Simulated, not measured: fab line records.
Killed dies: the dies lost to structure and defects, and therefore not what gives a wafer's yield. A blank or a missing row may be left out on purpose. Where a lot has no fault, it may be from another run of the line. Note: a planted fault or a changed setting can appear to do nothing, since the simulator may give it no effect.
2 desks looking at one fault    flow gf180mcu    each desk has only its own numbers; what lay behind them comes last

## THE METROLOGY DESK
Means of the sampled wafers that have a number, per lot and without regard to the tool the lot ran on: this is what the gauges read. Any lot whose mean is over 4 standard deviations away from the usual mean is out of limits and marked OUT; that distance is given in the brackets.
Columns: A = M4_OVL at GF_M4_OVL_MEAS_15, usual 2 nm; B = V4_W_RS at GF_V4_RS_MEAS_24, usual 0.325 ohm/sq; C = V4_W_THK at GF_V4_THK_MEAS_25, usual 358 nm
lot   first seen here  A   B                C
L584  day 23 04:22     -3  0.328            362
L588  day 24 17:25     6   0.323            355
L589  day 24 23:50     4   0.325            361
L590  day 25 12:40     -0  0.324            361
L593  day 26 07:16     -8  0.322            362
L595  day 26 21:40     0   0.324            360
L596  day 27 15:34     15  0.324            363
L597  day 27 20:19     -5  0.323            363
L602  day 29 10:46     -8  0.279 (-12) OUT  366
L606  day 30 09:39     7   0.281 (-12) OUT  361
L607  day 30 19:12     8   0.260 (-17) OUT  350
This desk's finding: out of limits on L602, L606, L607; first on L602, day 30 07:19 (V4_W_RS at GF_V4_RS_MEAS_24). L584, L588, L589, L590, L593, L595, L596, L597 stayed within limits.

## AT THE TOOL OWNER'S DESK: cvd-w-01
The tool's own readings at GF_V4_CVD_23 (deposits W, target thk 350 nm, time 104.9 s): means of the sampled wafers that have a number, for each lot that ran on this tool. Any lot whose mean is over 4 standard deviations away from the usual mean is out of limits and marked OUT; that distance is given in the brackets.
Columns: A = heater-power-outer-w at GF_V4_CVD_23, usual 532 W; B = heater-power-w at GF_V4_CVD_23, usual 857 W
lot   first seen here  A    B
L584  day 24 05:48     515  811
L596  day 28 14:26     546  883
L597  day 28 18:39     560  882
L602  day 30 07:13     551  885
L606  day 31 05:21     533  840
L607  day 31 14:50     573  936
This desk's verdict: no lot among the 6 shows anything out of limits.

## BROUGHT TOGETHER
At day 30 07:19 the metrology desk could have sounded an alarm, on L602, L606, L607.
Nothing out of limits was seen by the tool owner's desk.
On record at the tool owner's desk: L602, L606, L607, within its limits.
Of the lots named, all ran GF_V4_CVD_23 on cvd-w-01.

## WHAT THE SIMULATOR HAD PUT IN
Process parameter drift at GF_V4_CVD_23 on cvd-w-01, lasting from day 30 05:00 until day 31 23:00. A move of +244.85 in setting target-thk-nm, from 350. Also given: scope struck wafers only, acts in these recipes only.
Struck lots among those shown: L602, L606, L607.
Delay in hours, fault start to first out-of-limits reading, per desk: metrology desk 2.
